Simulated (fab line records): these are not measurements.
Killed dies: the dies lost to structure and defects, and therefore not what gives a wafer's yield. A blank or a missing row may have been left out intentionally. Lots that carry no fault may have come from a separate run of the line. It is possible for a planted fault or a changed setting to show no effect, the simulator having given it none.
A sampling plan put to the test + flow gf180mcu + one fab line, 5 faults that these records tell of, each judged on the records of the lots that it struck
What counts as the plan is the set of the line's own looks, namely the steps on the route at which a gauge or an inspection reads a wafer and does not change it. A look can be judged if struck wafers have a number there and the file gives its usual mean and standard deviation on fault-free wafers. Caught: 4 or more of those standard deviations (sigma) separate the usual mean from the mean of the struck wafers at a look after the fault's first step. On the tool: here the same test is run on the tool's own readings at the fault's steps. Also counted as caught: the struck wafers showing another recipe, or a record that is empty for them alone.

## THE FAULTS, as the simulator had put them in
1. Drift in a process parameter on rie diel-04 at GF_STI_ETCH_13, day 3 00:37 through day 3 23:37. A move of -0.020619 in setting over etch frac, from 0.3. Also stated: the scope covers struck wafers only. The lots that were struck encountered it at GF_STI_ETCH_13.
2. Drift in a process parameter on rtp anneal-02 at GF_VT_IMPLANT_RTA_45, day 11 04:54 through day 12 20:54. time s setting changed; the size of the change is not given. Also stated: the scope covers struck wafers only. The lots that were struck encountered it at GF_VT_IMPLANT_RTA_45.
3. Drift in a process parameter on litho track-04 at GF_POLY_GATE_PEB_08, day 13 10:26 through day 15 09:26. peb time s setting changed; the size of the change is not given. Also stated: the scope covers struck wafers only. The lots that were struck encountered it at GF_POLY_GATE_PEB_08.
4. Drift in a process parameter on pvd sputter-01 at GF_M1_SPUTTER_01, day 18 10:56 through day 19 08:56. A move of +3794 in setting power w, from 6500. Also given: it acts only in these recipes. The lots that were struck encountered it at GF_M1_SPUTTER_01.
5. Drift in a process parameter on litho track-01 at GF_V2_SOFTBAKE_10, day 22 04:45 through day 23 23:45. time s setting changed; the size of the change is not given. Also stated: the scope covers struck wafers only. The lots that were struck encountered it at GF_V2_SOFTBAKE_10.

## WHAT THE PLAN SAW
| fault | on the tool itself                     | first look that catches it                      | reading, sigma | median hours from its first step to that look | hours from the fault's start to the first struck lot there | judged looks passed uncaught |
|-------|----------------------------------------|-------------------------------------------------|----------------|-----------------------------------------------|------------------------------------------------------------|------------------------------|
| 1     | under 2 sigma                          | not the one look that can be judged after it    | -              | -                                             | -                                                          | 1                            |
| 2     | only faintly: run length s +3.2 sigma  | not the one look that can be judged after it    | -              | -                                             | -                                                          | 1                            |
| 3     | heater power total W +10 sigma         | no look after it can be judged                  | -              | -                                             | -                                                          | 0                            |
| 4     | cathode dc power W +99 or beyond sigma | none of the 2 looks that can be judged after it | -              | -                                             | -                                                          | 2                            |
| 5     | heater power total W +62 sigma         | no look after it can be judged                  | -              | -                                             | -                                                          | 0                            |
Dash: fault not caught, or number not given in these records.

Caught at a look: 0 of 5. Caught on the tool: 3 of 5. By one or the other: 3 of 5.
On the tool alone, faults 3, 4, 5 were caught.
Caught by neither: faults 1, 2.
